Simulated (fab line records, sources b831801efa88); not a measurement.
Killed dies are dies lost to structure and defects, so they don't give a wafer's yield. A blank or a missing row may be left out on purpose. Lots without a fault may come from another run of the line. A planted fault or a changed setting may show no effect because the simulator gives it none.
Split-lot experiment | flow gf180mcu | 5 lots, 14 wafers read, on a route of 602 steps

THE SPLIT
At GF_MIM_COAT_14 (resist thk 1000 nm), the setting resist_thk_nm was moved away from the recipe's 1000 nm on 4 of the 14 wafers read, by -2.9% to +2.5%. The other wafers ran this setting at the recipe's value.

FROM THE SPLIT TO THE READING: what the file shows between them, 4 steps
- GF_MIM_SOFTBAKE_15: time 60 s
- GF_MIM_EXPOSE_16: exposes mask FuseTop, target cd 2000 nm
- GF_MIM_PEB_17
- GF_MIM_DEVELOP_18: develop time 60 s

THE READING
NOVOLAK_of_MIM_COAT_14.thk_nm (the simulator's own value, which no gauge read), in nm, at GF_MIM_METAL_ETCH_19 (etches the open film in Cl2/BCl3, stops on Si3N4, target depth 324.5 nm, time 54.1 s). The file gives no usual value for it. The 10 wafers here that ran the recipe average 870.4 nm, standard deviation 1.8 nm.

wafer  | tool, chamber at the split | resist_thk_nm as run, nm | against the recipe | NOVOLAK_of_MIM_COAT_14.thk_nm, nm | against lot-mates on the recipe
L074.1 | litho_track-01, 0          | 1000                     | recipe             | 867.1                             | -
L074.3 | litho_track-01, 0          | 970.6                    | -2.9%              | 836.2                             | -31.0
L074.4 | litho_track-01, 0          | 970.6                    | -2.9%              | 836.4                             | -30.8
L074.5 | litho_track-01, 0          | 1000                     | recipe             | 867.3                             | -
L074.6 | litho_track-01, 0          | 970.6                    | -2.9%              | 836.3                             | -30.9
L076.1 | litho_track-01, 0          | 1000                     | recipe             | 869.5                             | -
L076.4 | litho_track-01, 0          | 1000                     | recipe             | 870.4                             | -
L076.5 | litho_track-01, 0          | 1000                     | recipe             | 871.8                             | -
L080.2 | litho_track-03, 0          | 1000                     | recipe             | 872.6                             | -
L080.5 | litho_track-03, 0          | 1000                     | recipe             | 871.1                             | -
L083.4 | litho_track-02, 0          | 1000                     | recipe             | 870.9                             | -
L083.6 | litho_track-02, 0          | 1000                     | recipe             | 871.8                             | -
L085.2 | litho_track-02, 0          | 1000                     | recipe             | 871.9                             | -
L085.6 | litho_track-02, 0          | 1025                     | +2.5%              | 898.8                             | +26.9

THE FIT
A straight line over all 14 wafers: NOVOLAK_of_MIM_COAT_14.thk_nm changes by +11.5 nm for each +1% of resist_thk_nm; r = +1.00; the points scatter about the line by 1.7 nm.
The same after taking each lot's own level away (the mean of its wafers on the recipe; 14 wafers): +10.6 nm for each +1%; r = +1.00; scatter 0.61 nm.
On that fit, the largest move of resist_thk_nm shifts the reading by 31 nm.
The lots' own levels span 867.20 to 871.90 nm, that is 2.6 times the standard deviation above.
So the lot-to-lot level changes the slope little: the two slopes agree.
Check: with one of the wafers moved furthest among these (-2.9%) left out of the fit, the line predicts -31 nm for it against its lot-mates. It came out at -31 nm against them.

OTHER SPLITS ON THESE WAFERS
These wafers also went through other splits before the reading. Each is held against what the fit with the lots' levels taken away leaves over:
other split on the same wafers | wafers away from the commonest value | r with NOVOLAK_of_MIM_COAT_14.thk_nm (lot level and that fit taken away)
GF_V4_CVD_00 sih4_flow_sccm    | 8                                    | -0.15
GF_MIM_SPUTTER_02 time_s       | 0                                    | -

THE WHOLE CHAIN: every reading that the file lists as answering this split, in the file's order
step                 | what it does                                                                         | reading                                                                        | change (the file's fit)              | r (the file's)
GF_MIM_COAT_14       | resist thk 1000 nm                                                                   | NOVOLAK_of_MIM_COAT_14.thk_nm (the simulator's own value, which no gauge read) | +10.4 nm for each +1% of the setting | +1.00
GF_MIM_METAL_ETCH_19 | etches the open film in Cl2/BCl3, stops on Si3N4, target depth 324.5 nm, time 54.1 s | NOVOLAK_of_MIM_COAT_14.thk_nm (the simulator's own value, which no gauge read) | +10.6 nm for each +1% of the setting | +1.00
GF_MIM_STRIP_20      | strips in O2/N2                                                                      | strip_time_to_endpoint_s                                                       | withheld for each +1% of the setting | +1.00

THE FILE'S OWN FIT
NOVOLAK_of_MIM_COAT_14.thk_nm changes by +10.6 nm for each +1% of resist_thk_nm, r = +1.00.
